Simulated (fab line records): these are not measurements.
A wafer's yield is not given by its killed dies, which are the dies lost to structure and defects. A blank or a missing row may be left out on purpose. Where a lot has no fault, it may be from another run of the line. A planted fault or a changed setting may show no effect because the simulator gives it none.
Matching of chambers	flow gf180mcu	4 sister chambers for GF_V2_CMP_04 on cmp-01
The step polishes SiO2. 8 wafers are shown with their chamber, then 9 later ones without.

== EACH WAFER AND ITS CHAMBER ==
wafer	chamber	motor current A (A)	time to endpoint s (s)
L354.1	2	11.6	83
L356.6	3	11.1	85
L357.1	2	11.8	79
L357.3	0	12.4	82
L357.4	3	11.7	86
L358.1	1	12.7	74
L358.5	0	11.9	83
L358.6	1	12.3	82

== WAFERS MISSING THEIR CHAMBER ==
wafer	motor current A (A)	time to endpoint s (s)
L359.1	11.6	77
L359.5	12.3	80
L359.6	11.6	81
L361.2	11.4	80
L361.3	11.7	84
L361.4	12.2	86
L367.1	11.7	79
L367.2	12.4	78
L367.3	12.5	85

== CHAMBER TAKEN BY EACH ==
wafer	from the rows above	in truth
L359.1	can't be placed: 2 or 0 or 3 or 1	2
L359.5	can't be placed: 1 or 0 or 2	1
L359.6	can't be placed: 2 or 3 or 0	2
L361.2	can't be placed: 2 or 3 or 0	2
L361.3	can't be placed: 2 or 3 or 0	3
L361.4	can't be placed: 0 or 2 or 3 or 1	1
L367.1	can't be placed: 2 or 0 or 3 or 1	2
L367.2	can't be placed: 1 or 0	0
L367.3	can't be placed: 0 or 1 or 2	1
Placed correctly: 0 of 9. Can't be placed from these rows: 9 (the true chamber is among the candidates in 9). 0 placed wrongly.
How it was worked out, from the rows above alone: a wafer's distance from a chamber is the root of the sum, over the readings, of the square of ((its reading less the chamber's mean) divided by the reading's scatter). The wafer belongs to the nearest chamber; if the next one is less than 2 further off, it can't be placed. The mean given for a chamber averages the wafers shown for that chamber. How the scatter is found: for the shown wafers, subtract from each reading the mean of its chamber, square and add these, divide the total by (wafers less chambers), then take the root.
